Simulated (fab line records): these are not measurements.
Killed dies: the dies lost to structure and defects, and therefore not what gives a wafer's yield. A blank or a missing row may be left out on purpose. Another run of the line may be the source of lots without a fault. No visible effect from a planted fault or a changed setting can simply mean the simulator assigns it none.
Split-lot study + flow sky130 + route with 708 steps; 5 lots, 23 wafers read

## ON THE SPLIT
At SKY_LI_CONTACT_SPUTTER_19 (material Ti, target thk 20 nm, time 106.37 s), the setting chamber pressure pa was moved away from the recipe's 5 Pa on 15 of the 23 wafers read, by -5.4% to +10.7%. For the rest of the wafers, this setting stayed at what the recipe calls for.

The split's own step is where the reading is taken.

## THE READING
Ti_of_LI_CONTACT_SPUTTER_19.thk nm (the simulator's own value, which no gauge read), in nm, at SKY_LI_CONTACT_SPUTTER_19 (material Ti, target thk 20 nm, time 106.37 s). There is no usual value for it anywhere in the file. Average 19.83 nm, standard deviation 0.16 nm, over the 8 wafers here run with the recipe.

| wafer  | tool, chamber at the split | chamber pressure pa as run, Pa | against the recipe | Ti_of_LI_CONTACT_SPUTTER_19.thk nm, nm | against lot-mates on the recipe |
|--------|----------------------------|--------------------------------|--------------------|----------------------------------------|---------------------------------|
| L074.1 | pvd sputter-01, -          | 5                              | recipe             | 19.61                                  | -                               |
| L074.2 | pvd sputter-01, -          | 5                              | recipe             | 19.82                                  | -                               |
| L074.3 | pvd sputter-01, -          | 5                              | recipe             | 20.03                                  | -                               |
| L074.5 | pvd sputter-01, -          | 5                              | recipe             | 20.07                                  | -                               |
| L074.6 | pvd sputter-01, -          | 5                              | recipe             | 19.74                                  | -                               |
| L075.1 | pvd sputter-01, -          | 4.73                           | -5.4%              | 20.6                                   | no lot-mate on the recipe       |
| L075.3 | pvd sputter-01, -          | 4.73                           | -5.4%              | 20.57                                  | no lot-mate on the recipe       |
| L075.4 | pvd sputter-01, -          | 4.73                           | -5.4%              | 20.83                                  | no lot-mate on the recipe       |
| L075.5 | pvd sputter-01, -          | 4.73                           | -5.4%              | 20.91                                  | no lot-mate on the recipe       |
| L075.6 | pvd sputter-01, -          | 4.73                           | -5.4%              | 20.86                                  | no lot-mate on the recipe       |
| L076.1 | pvd sputter-03, -          | 5                              | recipe             | 19.69                                  | -                               |
| L076.2 | pvd sputter-03, -          | 5                              | recipe             | 19.94                                  | -                               |
| L076.5 | pvd sputter-03, -          | 5                              | recipe             | 19.72                                  | -                               |
| L083.1 | pvd sputter-01, -          | 5.535                          | +10.7%             | 18.06                                  | no lot-mate on the recipe       |
| L083.2 | pvd sputter-01, -          | 5.535                          | +10.7%             | 18.52                                  | no lot-mate on the recipe       |
| L083.3 | pvd sputter-01, -          | 5.535                          | +10.7%             | 18.22                                  | no lot-mate on the recipe       |
| L083.4 | pvd sputter-01, -          | 5.535                          | +10.7%             | 18.34                                  | no lot-mate on the recipe       |
| L083.5 | pvd sputter-01, -          | 5.535                          | +10.7%             | 18.14                                  | no lot-mate on the recipe       |
| L085.1 | pvd sputter-03, -          | 4.787                          | -4.3%              | 20.81                                  | no lot-mate on the recipe       |
| L085.2 | pvd sputter-03, -          | 4.787                          | -4.3%              | 20.99                                  | no lot-mate on the recipe       |
| L085.3 | pvd sputter-03, -          | 4.787                          | -4.3%              | 20.45                                  | no lot-mate on the recipe       |
| L085.4 | pvd sputter-03, -          | 4.787                          | -4.3%              | 20.57                                  | no lot-mate on the recipe       |
| L085.6 | pvd sputter-03, -          | 4.787                          | -4.3%              | 20.6                                   | no lot-mate on the recipe       |

FIT RESULTS
A straight line over all 23 wafers: Ti_of_LI_CONTACT_SPUTTER_19.thk nm changes by -0.158 nm for each +1% of chamber pressure pa; r = -0.98; the points scatter about the line by 0.19 nm.
Too few moved wafers with a lot-mate on the recipe to fit a line net of each lot's own level.

## FILE'S OWN FIT
Ti_of_LI_CONTACT_SPUTTER_19.thk nm changes by -0.158 nm for each +1% of chamber pressure pa, r = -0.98.
